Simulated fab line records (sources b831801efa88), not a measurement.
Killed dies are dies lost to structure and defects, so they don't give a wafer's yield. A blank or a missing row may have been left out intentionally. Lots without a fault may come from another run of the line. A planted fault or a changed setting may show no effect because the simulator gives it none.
fab line records	flow sky130
record: lots: 6	wafers: 18	last_day: 48
route steps=708 shown FIELD_ISO@6 PAD_OPEN@708
lots with no fault: from the same line, run without faults
start_h: hours from the record's first day to the start of the lot's first wafer shown	wait_h: time in hours since the lot's previous step	" unchanged from the row above	L1.1+2: several wafers, shown together as one row	- no value, or no start given	* or withheld: withheld	< > ~ a bound
route shown NAME@n: a module of which the file shows steps, and the number in the route of the first	usual: the fault-free wafers' mean and standard deviation	same: alike in all rows	chamber/n: place in a boat	sites: per-site readings	_std_site: how widely they spread, as a standard deviation	_edge_site: inner sites' mean taken away from outer sites' mean	radius_mm: for every site, how far away it sits from the centre of the wafer	mask NAME#n: copy n	behind: the most recent tool/chamber to have shaped the wafer	hold: what put the lot on hold/how long, in hours/how the hold closed	device: which transistor (n, p or np) failed to switch	end of line: the tests these same wafers got at the end of their route	a step without rows: its recipe alone	killed: dies lost to structure and defects at the first sort, not the wafer's yield	map: shows each die of a wafer: x if killed, . if not, _ if none is there
set.NAME: the setting the step ran with; set.NAME@STEP: the setting that earlier step ran with	model.NAME: the simulator's own value behind a step, which no gauge read
certain route steps with their lots: each step a table, each wafer a row
services: when a tool's chamber went out of use (start_h, in hours from the record's first day, below 0 if earlier), for how many hours, and the reason
== steps ==
step: SKY_FIELD_ISO_DEHYDRATE_05
recipe: temp_c: 200	time_s: 60
step: SKY_FIELD_ISO_HMDS_06
recipe: prime_time_s: 60	prime_temp_c: 120
step: SKY_FIELD_ISO_COAT_07
recipe: resist: BARC	temp_c: withheld	time_s: withheld	spin_rpm: 3000	resist_thk_nm: 60
step: SKY_FIELD_ISO_COAT_08
recipe: resist: KrF-thick	spin_rpm: 3000	resist_thk_nm: 450
step: SKY_FIELD_ISO_SOFTBAKE_09
recipe: temp_c: 100	time_s: 90	resist: KrF-thick
step: SKY_FIELD_ISO_EXPOSE_10
recipe: mask_id: FOM	na: 0.68	source_shape: annular	sigma_inner: 0.4	sigma_outer: 0.8	target_cd_nm: 150	dose_mj: 28
step: SKY_FIELD_ISO_PEB_11
recipe: peb_temp_c: withheld	peb_time_s: withheld	resist: KrF-thick
step: SKY_FIELD_ISO_DEVELOP_12
recipe: develop_time_s: 60	resist: KrF-thick	dev_temp_c: 21
step: SKY_FIELD_ISO_CD_MEAS_13
recipe: target_cd_nm: 150
usual: cd_nm: 149.9/1.5
lot.wafer	tool	chamber	start_h	wait_h	cd_nm
L268.1	cd_sem-01	-	30.91	-	150.3
L268.3	"	-	"	"	151.3
L268.6	"	-	"	"	149.0
L271.2	cd_sem-01	-	45.93	-	151.0
L271.3	"	-	"	"	151.1
L271.5	"	-	"	"	151.4
L276.3	cd_sem-02	-	70.13	-	150.1
L276.4	"	-	"	"	148.7
L276.6	"	-	"	"	150.6
L277.1	cd_sem-02	-	75.71	-	150.8
L277.3	"	-	"	"	150.5
L277.5	"	-	"	"	149.9
L278.1	cd_sem-02	-	79.91	-	149.7
L278.3	"	-	"	"	148.6
L278.5	"	-	"	"	149.2
L282.2	cd_sem-02	-	100.58	-	146.7
L282.5	"	-	"	"	150.0
L282.6	"	-	"	"	148.9
step: SKY_FIELD_ISO_ETCH_14
recipe: chemistry: N2/H2	target: BARC	ion_energy_ev: 200	source_w: 500	bias_w: 100	pressure_mtorr: 30	n2_flow_sccm: 100	h2_flow_sccm: 200	stop_on: SiO2	time_s: 45.9	target_depth_a: 600
usual: drypump_motor_current_A: 5.9/0.38	oes_product_au: 0.855/0.0051	rf_fwd_power_W: 494.7/2.2	run_length_s: 73.9/0.46	throttle_valve_pct: 13.225/0.0097
lot.wafer	tool	chamber	start_h	wait_h	drypump_motor_current_A	oes_product_au	rf_fwd_power_W	rf_hours_counter_h	run_length_s	throttle_valve_pct
L268.1	rie_diel-02	0	31.03	0.1	5.7	0.853	494.7	177	74.4	13.229
L268.3	"	2	"	"	5.5	0.857	494.1	98	73.4	13.234
L268.6	"	1	"	"	5.7	0.857	492.9	-	74.7	13.227
L271.2	rie_diel-01	3	46.03	0.1	6.1	0.852	496.4	1	74.5	13.234
L271.3	"	2	"	"	6.1	0.861	494.4	45	74.0	13.214
L271.5	"	3	"	"	6.1	0.849	495.0	-	74.4	13.232
L276.3	rie_diel-01	3	70.21	0.1	6.1	0.855	498.7	1	74.2	13.221
L276.4	"	0	"	"	5.2	0.864	496.2	8	73.8	13.224
L276.6	"	0	"	"	5.2	0.852	494.0	-	73.5	13.226
L277.1	rie_diel-03	1	75.83	0.1	5.6	0.852	495.9	96	73.3	13.240
L277.3	"	3	"	"	5.9	0.867	499.2	38	73.8	13.230
L277.5	"	1	"	"	5.5	0.859	494.5	-	73.3	13.217
L278.1	rie_diel-03	1	80.03	0.1	5.5	0.857	497.0	96	73.3	13.229
L278.3	"	3	"	"	5.9	0.854	494.4	38	73.7	13.204
L278.5	"	3	"	"	5.9	0.850	496.3	-	73.8	13.225
L282.2	rie_diel-03	2	100.68	0.1	6.3	0.859	491.6	122	74.3	13.221
L282.5	"	2	"	"	6.3	0.861	492.0	-	73.9	13.232
L282.6	"	3	"	"	5.9	0.851	495.4	-	73.4	13.229
step: SKY_FIELD_ISO_ETCH_15
recipe: chemistry: CHF3/O2	target_depth_nm: 180	stop_on: Si	source_w: 600	bias_w: 200	pressure_mtorr: 40	chf3_flow_sccm: 50	O2_flow_sccm: 5	time_s: 72
usual: drypump_motor_current_A: 5.9/0.38	oes_product_au: 0.946/0.0066	rf_fwd_power_W: 595.5/2.6	run_length_s: 100.1/0.4	throttle_valve_pct: 8.845/0.008
lot.wafer	tool	chamber	start_h	wait_h	drypump_motor_current_A	oes_product_au	rf_fwd_power_W	rf_hours_counter_h	run_length_s	throttle_valve_pct
L268.1	rie_diel-02	0	31.07	0.0	5.7	0.938	590.3	178	100.5	8.838
L268.3	"	2	"	"	5.5	0.939	594.1	98	99.5	8.850
L268.6	"	1	"	"	5.6	0.943	593.3	-	100.1	8.837
L271.2	rie_diel-01	3	46.07	0.0	6.1	0.955	600.4	1	100.6	8.842
L271.3	"	2	"	"	6.0	0.951	594.6	45	100.4	8.854
L271.5	"	3	"	"	6.1	0.953	595.9	-	100.4	8.856
L276.3	rie_diel-01	3	70.25	0.0	6.1	0.953	599.3	1	100.3	8.843
L276.4	"	0	"	"	5.2	0.953	594.6	8	100.2	8.860
L276.6	"	0	"	"	5.2	0.946	592.6	-	99.7	8.845
L277.1	rie_diel-03	1	75.87	0.0	5.6	0.951	599.6	96	99.4	8.846
L277.3	"	3	"	"	5.9	0.935	599.2	38	99.9	8.858
L277.5	"	1	"	"	5.6	0.947	601.3	-	99.7	8.836
L278.1	rie_diel-03	1	80.08	0.0	5.5	0.943	596.6	96	100.0	8.845
L278.3	"	3	"	"	5.9	0.946	599.1	38	99.7	8.860
L278.5	"	3	"	"	5.9	0.939	598.0	-	99.4	8.833
L282.2	rie_diel-03	2	100.72	0.0	6.3	0.936	594.2	122	99.9	8.848
L282.5	"	2	"	"	6.3	0.946	593.1	-	100.1	8.831
L282.6	"	3	"	"	5.9	0.937	598.6	-	99.4	8.833
step: SKY_FIELD_ISO_STRIP_16
recipe: chemistry: O2/N2	power_w: 1400	pressure_mtorr: 1500	platen_temp_c: withheld	o2_flow_sccm: 3000	n2_flow_sccm: 300	overash_fraction: 0.5
usual: drypump_motor_current_A: 5.78/0.23	oes_product_au: 0.378/0.0052	strip_time_to_endpoint_s: 3.56/0.047
lot.wafer	tool	chamber	start_h	wait_h	drypump_motor_current_A	oes_product_au	rf_hours_counter_h	strip_time_to_endpoint_s
L268.1	plasma_asher-01	0	31.13	0.0	5.94	0.368	36	3.53
L268.3	"	1	"	"	5.67	0.379	-	3.49
L268.6	"	1	"	"	5.68	0.380	-	3.54
L271.2	plasma_asher-02	0	46.13	0.0	5.72	0.379	37	3.55
L271.3	"	1	"	"	6.25	0.375	-	3.53
L271.5	"	0	"	"	5.73	0.382	-	3.57
L276.3	plasma_asher-01	1	70.34	0.1	5.66	0.382	-	3.58
L276.4	"	0	"	"	5.92	0.377	-	3.53
L276.6	"	0	"	"	5.92	0.380	-	3.53
L277.1	plasma_asher-02	0	75.93	0.0	5.74	0.379	40	3.54
L277.3	"	0	"	"	5.74	0.375	-	3.52
L277.5	"	1	"	"	6.29	0.377	-	3.55
L278.1	plasma_asher-02	1	80.13	0.0	6.24	0.377	41	3.58
L278.3	"	1	"	"	6.25	0.385	-	3.60
L278.5	"	0	"	"	5.72	0.375	-	3.58
L282.2	plasma_asher-03	1	100.78	0.0	5.55	0.376	28	3.57
L282.5	"	1	"	"	5.55	0.371	-	3.59
L282.6	"	0	"	"	5.50	0.388	-	3.62
step: SKY_FIELD_ISO_ETCH_17
recipe: target_depth_a: 3420	mask_material: Si3N4	chemistry: HBr/Cl2/O2	target: Si	taper_deg: 5	icp_w: 600	bias_w: 150	pressure_mtorr: 15	HBr_flow_sccm: 150	Cl2_flow_sccm: 40	O2_flow_sccm: 6	time_s: 97.7
usual: drypump_motor_current_A: 5.9/0.49	oes_product_au: 1.005/0.013	rf_fwd_power_W: 596.3/2.2	run_length_s: 125.9/0.38	throttle_valve_pct: 25.653/0.012
lot.wafer	tool	chamber	start_h	wait_h	drypump_motor_current_A	oes_product_au	rf_fwd_power_W	rf_hours_counter_h	run_length_s	throttle_valve_pct	model.etch.depth_nm	model.FIELD_ISO.feature_depth_nm	model.Si3N4_of_FIELD_ISO_CVD_03.thk_nm
L268.1	rie_si-01	0	31.23	0.1	5.6	0.996	597.3	0	126.4	25.656	345.5	345.5	147.5
L268.3	"	1	"	"	5.9	0.996	593.3	33	125.4	25.662	339.8	339.8	149
L268.6	"	1	"	"	5.9	0.991	595.2	-	125.6	25.644	338.1	338.1	147.5
L271.2	rie_si-02	1	46.23	0.1	5.1	0.999	596.9	119	125.6	25.651	341.2	341.2	151.8
L271.3	"	3	"	"	5.6	1.000	593.9	160	126.1	25.673	338.4	338.4	151.6
L271.5	"	3	"	"	5.6	0.995	596.3	-	126.6	25.673	340.7	340.7	151.6
L276.3	rie_si-01	2	70.41	0.0	6.7	1.007	-	0	78.7	25.655	180.1	180.1	158.5
L276.4	"	3	"	"	6.1	0.979	-	138	79.0	25.670	172.8	172.8	159.6
L276.6	"	1	"	"	5.9	0.994	-	-	78.4	25.657	175.7	175.7	158.8
L277.1	rie_si-01	1	76.03	0.1	5.9	0.988	-	34	78.4	25.668	174.8	174.8	158.9
L277.3	"	3	"	"	6.0	0.983	-	138	79.1	25.669	174.1	174.1	156.7
L277.5	"	2	"	"	6.7	1.010	-	-	78.6	25.665	181.4	181.4	157.5
L278.1	rie_si-02	1	80.23	0.1	5.1	0.999	599.9	120	125.6	25.650	344	344	149.3
L278.3	"	2	"	"	6.6	1.017	597.4	0	125.8	25.637	349.5	349.5	148.5
L278.5	"	0	"	"	6.0	1.022	597.4	-	125.8	25.640	352.1	352.1	150.4
L282.2	rie_si-02	2	100.88	0.1	6.5	1.017	597.6	0	125.3	25.646	350.2	350.2	149.3
L282.5	"	2	"	"	6.5	1.007	595.4	-	125.8	25.639	348.2	348.2	149.3
L282.6	"	3	"	"	5.5	1.019	595.2	-	126.4	25.633	352.2	352.2	148.5
step: SKY_FIELD_ISO_WET_ETCH_18
recipe: chemistry: H3PO4	target_depth_nm: 25	temp_c: 160	target: Si3N4	time_s: 286
step: SKY_FIELD_ISO_CLEAN_19
recipe: chemistry: SC1/SC2	mix: 1:4:20	temp_c: 70	time_s: 150
step: SKY_FIELD_ISO_CLEAN_20
recipe: chemistry: dHF	time_s: 20	dilution: 100:1
step: SKY_FIELD_ISO_WET_ETCH_21
recipe: chemistry: dHF	dilution: 100:1	target_depth_nm: 20	dry: ipa_marangoni	target: SiO2	temp_c: 25	time_s: 400
step: SKY_FIELD_ISO_OXIDATION_22
recipe: temp_c: 950	ambient: O2	stabilise_s: 600	purge_s: 300	target_thk_a: 100	ox_time_s: 623
step: SKY_FIELD_ISO_THK_MEAS_23
recipe: reads: SiO2_of_FIELD_ISO_OXIDATION_22
usual: FIELD_ISO_OXIDATION_01_THK: 9.99/0.23
lot.wafer	tool	chamber	start_h	wait_h	FIELD_ISO_OXIDATION_01_THK[nm]
L268.1	film_metro-02	-	33.84	0.0	9.93
L268.3	"	-	"	"	10.06
L268.6	"	-	"	"	9.97
L271.2	film_metro-02	-	47.81	0.0	9.85
L271.3	"	-	"	"	9.93
L271.5	"	-	"	"	9.78
L276.3	film_metro-01	-	75.50	0.0	10.26
L276.4	"	-	"	"	10.29
L276.6	"	-	"	"	10.11
L277.1	film_metro-01	-	79.45	0.0	10.27
L277.3	"	-	"	"	10.23
L277.5	"	-	"	"	10.12
L278.1	film_metro-02	-	82.57	0.0	9.64
L278.3	"	-	"	"	9.88
L278.5	"	-	"	"	9.96
L282.2	film_metro-02	-	103.57	0.0	9.71
L282.5	"	-	"	"	9.71
L282.6	"	-	"	"	9.71
step: SKY_FIELD_ISO_CVD_24
recipe: material: SiO2	target_thk_nm: 595	temp_c: 650	sigma_open_frac: 0.3	time_s: 99.2	sih4_flow_sccm: 60	pressure_mtorr: 6
step: SKY_FIELD_ISO_THK_MEAS_25
recipe: reads: SiO2_of_FIELD_ISO_CVD_24
usual: FIELD_ISO_CVD_24_THK: 599/7.4
lot.wafer	tool	chamber	start_h	wait_h	FIELD_ISO_CVD_24_THK[nm]
L268.1	film_metro-01	-	33.98	0.0	595
L268.3	"	-	"	"	611
L268.6	"	-	"	"	610
L271.2	film_metro-01	-	47.95	0.0	610
L271.3	"	-	"	"	604
L271.5	"	-	"	"	609
L276.3	film_metro-03	-	75.63	0.1	600
L276.4	"	-	"	"	601
L276.6	"	-	"	"	599
L277.1	film_metro-03	-	82.06	0.0	608
L277.3	"	-	"	"	615
L277.5	"	-	"	"	606
L278.1	film_metro-03	-	82.70	0.0	613
L278.3	"	-	"	"	600
L278.5	"	-	"	"	589
L282.2	film_metro-03	-	103.70	0.0	599
L282.5	"	-	"	"	597
L282.6	"	-	"	"	597
step: SKY_FIELD_ISO_ANNEAL_26
recipe: temp_c: 1000	time_s: 1800	ambient: N2
step: SKY_FIELD_ISO_CMP_27
recipe: stop_on: Si3N4	t_overpolish_s: 16	down_force_psi: 4	platen_rpm: 60	target_thk_nm: 457.8	pad_velocity_m_s: 0.94248
usual: head_pressure_psi: 3.999/0.0088	motor_current_A: 11.1/0.87	overpolish_run_s: 16.000/0.0093	time_to_endpoint_s: 116/5.3
lot.wafer	tool	chamber	start_h	wait_h	head_pressure_psi	motor_current_A	overpolish_run_s	time_to_endpoint_s
L268.3	cmp-02	3	35.54	0.0	4.000	11.3	16.017	112
L268.1	"	2	"	"	3.979	11.7	16.002	108
L268.6	"	0	"	"	4.003	9.7	15.997	115
L271.3	cmp-01	0	50.84	0.0	4.017	10.4	16.013	108
L271.2	"	3	"	"	4.008	11.5	16.013	118
L271.5	"	1	"	"	3.991	11.7	15.989	123
L276.4	cmp-02	0	79.04	0.1	4.004	9.7	16.012	120
L276.3	"	1	"	"	3.990	13.1	15.983	122
L276.6	"	0	"	"	3.987	10.2	15.996	120
L277.3	cmp-01	0	84.12	0.1	4.002	9.9	16.009	112
L277.1	"	2	"	"	4.002	10.7	16.001	110
L277.5	"	3	"	"	3.998	10.7	16.006	117
L278.1	cmp-02	0	85.94	0.1	3.988	9.7	16.006	126
L278.3	"	1	"	"	4.003	12.6	15.991	123
L278.5	"	3	"	"	4.008	11.4	15.988	115
L282.2	cmp-01	1	106.90	0.1	3.990	11.3	15.992	120
L282.5	"	0	"	"	4.002	10.6	16.010	109
L282.6	"	1	"	"	3.999	11.0	16.004	116
step: SKY_FIELD_ISO_WET_ETCH_28
recipe: chemistry: dHF	target_depth_nm: 23.7	target: SiO2	dilution: 10:1	temp_c: 25	time_s: 47
usual: run_length_s: 77/3.3
lot.wafer	tool	chamber	start_h	wait_h	run_length_s	model.Si3N4_of_FIELD_ISO_CVD_03.thk_nm
L268.1	wet_bench-01	1	35.84	0.1	79	116.2
L268.3	"	1	"	"	79	117.9
L268.6	"	1	"	"	79	116.4
L271.2	wet_bench-03	1	51.14	0.1	74	121.9
L271.3	"	1	"	"	74	121.9
L271.5	"	1	"	"	74	121.7
L276.3	wet_bench-04	3	79.29	0.1	79	128.5
L276.4	"	3	"	"	79	129.6
L276.6	"	3	"	"	79	128.7
L277.1	wet_bench-01	1	84.37	0.1	79	128
L277.3	"	1	"	"	79	125.8
L277.5	"	1	"	"	79	126.7
L278.1	wet_bench-01	3	86.19	0.2	79	118.6
L278.3	"	3	"	"	79	117.7
L278.5	"	3	"	"	79	119.7
L282.2	wet_bench-03	1	107.15	0.2	80	117.8
L282.5	"	1	"	"	80	117.9
L282.6	"	1	"	"	80	117
step: SKY_FIELD_ISO_WET_ETCH_29
recipe: chemistry: H3PO4	target_depth_nm: 160	target: Si3N4	temp_c: 160	time_s: 1825
step: SKY_PAD_OPEN_PROBE_99
usual: defect_limited_yield: 82.6/1.8	killed_at_M0_to_M3: 43/6.3	killed_at_M4_up: 3.0/1.6	killed_at_contacts: 25/5	killed_at_front_end: 15/4.4	killed_at_other: 0.3/0.8	killed_dies: 85/8.7	killed_open: 47/6.9	killed_short: 38/6.3	sort_bin_3_pad_short: 0.9/0.39	sort_bin_5_function: 10.3/1.3	sort_bin_6_memory: 6.2/1.1	sort_n_pass: 407/8.8	sort_yield_pct: 82.6/1.8
same: gross_dies: 492	killed_at_back_side: 0	sort_bin_4_leakage[%]: 0	sort_bin_8_speed[%]: 0
lot.wafer	tool	chamber	start_h	wait_h	defect_limited_yield[%]	killed_at_M0_to_M3	killed_at_M4_up	killed_at_contacts	killed_at_front_end	killed_at_other	killed_dies	killed_open	killed_short	sort_bin_3_pad_short[%]	sort_bin_5_function[%]	sort_bin_6_memory[%]	sort_n_pass	sort_yield_pct[%]
L268.1	prober-01	-	1077.94	0.1	81.1	45	2	30	16	0	93	45	48	0.8	10.4	7.7	399	81.1
L268.3	prober-01	-	1078.04	0.2	81.9	39	4	20	26	0	89	42	47	0.6	9.6	7.9	403	81.9
L268.6	prober-01	-	1078.19	0.2	80.9	44	2	29	18	1	94	47	47	1.4	10.2	7.5	398	80.9
L271.2	prober-02	-	1093.72	0.1	81.7	49	2	22	17	0	90	55	35	0.8	11.0	6.5	402	81.7
L271.3	prober-02	-	1093.77	0.2	81.5	50	3	24	14	0	91	52	39	1.2	9.6	7.7	401	81.5
L271.5	prober-02	-	1093.87	0.2	82.5	37	4	27	17	1	86	36	50	0.8	11.0	5.7	406	82.5
L278.1	prober-02	-	1142.81	0.1	86.4	30	1	26	10	0	67	31	36	1.2	7.3	5.1	425	86.4
L278.3	prober-02	-	1142.91	0.2	78.0	57	1	29	21	0	108	53	55	1.6	12.8	7.5	384	78.0
L278.5	prober-02	-	1143.01	0.2	83.1	41	2	33	7	0	83	48	35	0.4	11.0	5.5	409	83.1
killed by level:class
L268.1 CONTACT:geometric_particle:open=9 CONTACT:geometric_particle:short=8 METAL1:geometric_particle:short=8 VIA3:geometric_particle:open=7 POLY_GATE:geometric_particle:open=5 LI_CONTACT:geometric_particle:open=5 VIA1:geometric_particle:open=5 VIA2:geometric_particle:open=5
L268.3 CONTACT:geometric_particle:open=9 POLY_GATE:geometric_particle:open=7 VIA1:geometric_particle:open=7 METAL1:geometric_particle:short=7 VIA2:geometric_particle:open=6 FIELD_ISO:geometric_particle:short=5 POLY_GATE:geometric_particle:short=5 SPACER:geometric_particle:short=5
L268.6 VIA1:geometric_particle:open=13 LOCAL_INTERCONNECT:geometric_particle:short=7 LI_CONTACT:geometric_particle:open=7 CONTACT:geometric_particle:open=7 POLY_GATE:geometric_particle:open=6 CONTACT:geometric_particle:short=6 METAL2:geometric_particle:short=6 FIELD_ISO:geometric_particle:open=5
L271.2 VIA1:geometric_particle:open=18 METAL2:geometric_particle:short=8 VIA3:geometric_particle:open=8 LOCAL_INTERCONNECT:geometric_particle:short=7 LI_CONTACT:geometric_particle:open=6 FIELD_ISO:geometric_particle:open=5 CONTACT:geometric_particle:open=5 METAL2:geometric_particle:open=4
L271.3 VIA2:geometric_particle:open=9 CONTACT:geometric_particle:open=8 METAL1:geometric_particle:short=7 VIA1:geometric_particle:open=7 LI_CONTACT:geometric_particle:open=6 METAL2:geometric_particle:short=6 CONTACT:geometric_particle:short=5 VIA3:geometric_particle:open=5
L271.5 CONTACT:geometric_particle:short=7 CONTACT:geometric_particle:open=7 FIELD_ISO:geometric_particle:short=6 FIELD_ISO:geometric_particle:open=6 VIA1:geometric_particle:open=6 VIA3:geometric_particle:open=6 LOCAL_INTERCONNECT:geometric_particle:short=5 METAL2:geometric_particle:short=5
L278.1 CONTACT:geometric_particle:open=10 CONTACT:geometric_particle:short=6 VIA2:geometric_particle:short=6 FIELD_ISO:geometric_particle:short=5 VIA1:geometric_particle:short=5 VIA1:geometric_particle:open=5 LOCAL_INTERCONNECT:geometric_particle:open=4 LI_CONTACT:geometric_particle:open=3
L278.3 VIA3:geometric_particle:open=11 VIA2:geometric_particle:open=10 METAL2:geometric_particle:short=9 POLY_GATE:geometric_particle:open=7 CONTACT:geometric_particle:short=7 LI_CONTACT:geometric_particle:open=7 VIA2:geometric_particle:short=7 CONTACT:geometric_particle:open=6
L278.5 LI_CONTACT:geometric_particle:open=12 VIA2:geometric_particle:open=10 CONTACT:geometric_particle:open=9 LOCAL_INTERCONNECT:geometric_particle:short=8 VIA1:geometric_particle:open=7 VIA1:geometric_particle:short=5 CONTACT:geometric_particle:short=4 VIA3:geometric_particle:open=4
== services ==
tool	chamber	start_h	hours	kind
rie_si-01	0	10.13	-	clean
rie_si-01	0	10.13	16.0	scheduled_down
plasma_asher-02	-	16.10	0.9	repair
rie_si-02	0	19.13	5.2	repair
rie_diel-03	-	19.66	14.6	pm
plasma_asher-02	-	21.75	1.2	repair
cmp-02	-	23.61	4.1	repair
wet_bench-01	-	26.48	4.4	pm
rie_si-01	2	26.60	6.0	repair
rie_si-01	1	38.56	1.2	repair
rie_si-01	0	46.39	7.9	repair
rie_si-01	3	48.09	14.0	repair
rie_si-02	3	48.50	13.2	repair
cmp-01	-	52.44	6.5	pm
plasma_asher-03	-	58.60	5.5	repair
rie_diel-03	0	58.99	-	clean
rie_diel-03	0	58.99	19.3	scheduled_down
rie_diel-03	0	58.99	19.3	vent_cycle
cmp-02	-	64.00	4.0	pm
plasma_asher-03	-	64.40	0.9	repair
cmp-02	-	68.91	3.6	repair
cmp-01	-	73.00	1.0	repair
plasma_asher-01	-	85.12	1.2	repair
cmp-02	-	86.55	1.8	repair
== key ==
first_sign: step: SKY_FIELD_ISO_ETCH_17	reading: run_length_s	direction: down	sigmas: 99+	usual: *	struck: *
effect none on later readings
model_effect: step: SKY_FIELD_ISO_ETCH_17	value: etch.depth_nm	without: 339	struck: 176.5
model_effect: step: SKY_FIELD_ISO_WET_ETCH_28	value: Si3N4_of_FIELD_ISO_CVD_03.thk_nm	without: 120.7	struck: 127.9
met_at SKY_FIELD_ISO_ETCH_17
struck_wafers L276.3,L276.4,L276.6,L277.1,L277.3,L277.5
rows_end L276.3,L276.4,L276.6,L277.1,L277.3,L277.5
onset_between 31.23 70.41
fault: kind: process_parameter_drift	tool: rie_si-01	chamber: -	onset_h: 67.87	steps: SKY_FIELD_ISO_ETCH_17	channel: time_s	offset: *	shape: step	end_h: 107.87	acts_in: *	stated: *
rows_end: these wafers met a further fault down the route, and their rows from its step on are left out
